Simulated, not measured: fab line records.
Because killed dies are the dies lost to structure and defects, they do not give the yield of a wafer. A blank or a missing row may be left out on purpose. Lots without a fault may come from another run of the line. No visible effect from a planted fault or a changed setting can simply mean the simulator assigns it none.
A struck lot beside a sound one | flow gf180mcu | 17 out of 602 route steps
Sound: the wafers L620.1, L620.2, L620.5. Struck: wafer L617.6. (L617.2, L617.5 of the same lot were not struck and are left out.) The cause comes at the end.
Per side, at each step with rows, come the tool, then ch with its chambers, and then its first start. Under that, the readings that differ: sound wafers | struck wafers | difference of the means | sigmas: that difference in standard deviations of wafers without a fault.
alike: a reading whose means differ by less than 2 such deviations, as well as words and numbers matching on both sides. not compared: withheld readings; readings where some wafer has no value; bounds like >300 that might hide an equal value; numbers whose values overlap and for which the record gives no deviation.
The two part at a step that has a row with sigmas, a row that says differs or no value, or rows on one side only. Numbers that don't overlap but have no deviation are shown without sigmas and don't part them. A reading missing from all wafers of one side parts the sides only when that side holds two or more wafers.

first, 4 steps without rows for these wafers: GF_SAB_SOFTBAKE_05 (time 60 s); GF_SAB_EXPOSE_06 (exposes mask SAB, target cd 420 nm); GF_SAB_PEB_07; GF_SAB_DEVELOP_08 (develop time 60 s).
GF_SAB_CD_MEAS_09 targets a cd of 420 nm.
  sound on cdSem-02 at day 19 16:03; struck on cdSem-01 at day 18 20:46
reading   | sound             | struck | difference | sigmas
cdNm (nm) | 416.5 418.0 417.9 | 423.6  | +6.1       | +3
GF_SAB_OVL_MEAS_10:
  sound on overlay-02 at day 19 16:10; struck on overlay-02 at day 18 20:53
  alike: SAB_OVL
GF_SAB_ETCH_11: etches SiO2 in C4F8/O2/Ar, target depth 55 nm, time 8.5 s.
  sound on rieDiel-04 ch 0,1,2, day 19 16:12; struck on rieDiel-04 ch 2, day 18 20:55
  alike: oesProductAu
  not compared: rfHoursCounterH
then, 1 step without rows for these wafers: GF_SAB_WET_ETCH_12 (etches SiO2 in dHF, target depth 22 nm, time 440 s).
GF_SAB_STRIP_13: strips in O2/N2.
  sound on plasmaAsher-04 ch 0,1, day 19 16:22; struck on plasmaAsher-01 ch 0, day 18 21:04
reading                  | sound             | struck | difference | sigmas
drypumpMotorCurrentA (A) | 6.5 5.7 6.5       | 5.1    | -1.1       | -2
stripTimeToEndpointS (s) | 12.62 12.63 12.59 | 12.54  | -0.07      | -2
  alike: heaterPowerW, oesProductAu
  not compared: rfHoursCounterH
then, 2 steps without rows for these wafers: GF_SALICIDE_CLEAN_00 (cleans in SC1/SC2, time 150 s); GF_SALICIDE_WET_ETCH_01 (etches SiO2 in dHF, target depth 5 nm, time 100 s).
GF_SALICIDE_SPUTTER_02: material Co, target thk 10 nm, time 20 s.
  sound on pvdSputter-03 at day 19 16:33; struck on pvdSputter-01 at day 18 21:15
  alike: cathodeDcPowerW, throttleValvePct
GF_SALICIDE_SPUTTER_03: material TiN, target thk 20 nm, time 16.7 s.
  sound on pvdSputter-03 at day 19 16:35; struck on pvdSputter-01 at day 18 21:17
reading                                     | sound                | struck | difference | sigmas
cathodeDcPowerW (W)                         | 6499.4 6503.8 6498.9 | 7178.1 | +677.4     | +99 or more
model.TiN_of_SALICIDE_SPUTTER_03.thkNm (nm) | 19.64 19.73 19.67    | 21.65  | +1.97      | 
  alike: throttleValvePct
GF_SALICIDE_RS_MEAS_04: measurement is done with a four-point probe.
  sound on filmMetro-03 at day 19 16:37; struck on filmMetro-03 at day 18 21:20
reading                  | sound             | struck | difference | sigmas
SALICIDE_TIN_RS (ohm/sq) | 15.92 15.71 15.82 | 15.38  | -0.44      | -2
GF_SALICIDE_THK_MEAS_05: measures by xrf.
  sound on filmMetro-03 at day 19 16:44; struck on filmMetro-03 at day 18 21:40
reading               | sound             | struck | difference | sigmas
SALICIDE_TIN_THK (nm) | 19.79 19.75 19.66 | 21.67  | +1.94      | +8
  not compared: hold
GF_SALICIDE_RTA_06: time 30 s.
  sound on rtpAnneal-01 ch 0, day 19 16:47; struck on rtpAnneal-01 ch 0, day 18 23:27
reading | sound | struck                  | difference                   | sigmas
hold    | - - - | awaitDispo/1.7h/release | no value on the sound wafers | 
  alike: chamberO2Ppm, lampPowerPct, wafer_temp_C_max
GF_PASSIVATION_PROBE_99:
  sound wafers here have rows in the record (prober-02, day 32 18:11); struck ones have none

== WHERE THEY PART ==
Earliest at GF_SAB_CD_MEAS_09; latest, in this record, at GF_PASSIVATION_PROBE_99.

WHY: what had been put in by the simulator
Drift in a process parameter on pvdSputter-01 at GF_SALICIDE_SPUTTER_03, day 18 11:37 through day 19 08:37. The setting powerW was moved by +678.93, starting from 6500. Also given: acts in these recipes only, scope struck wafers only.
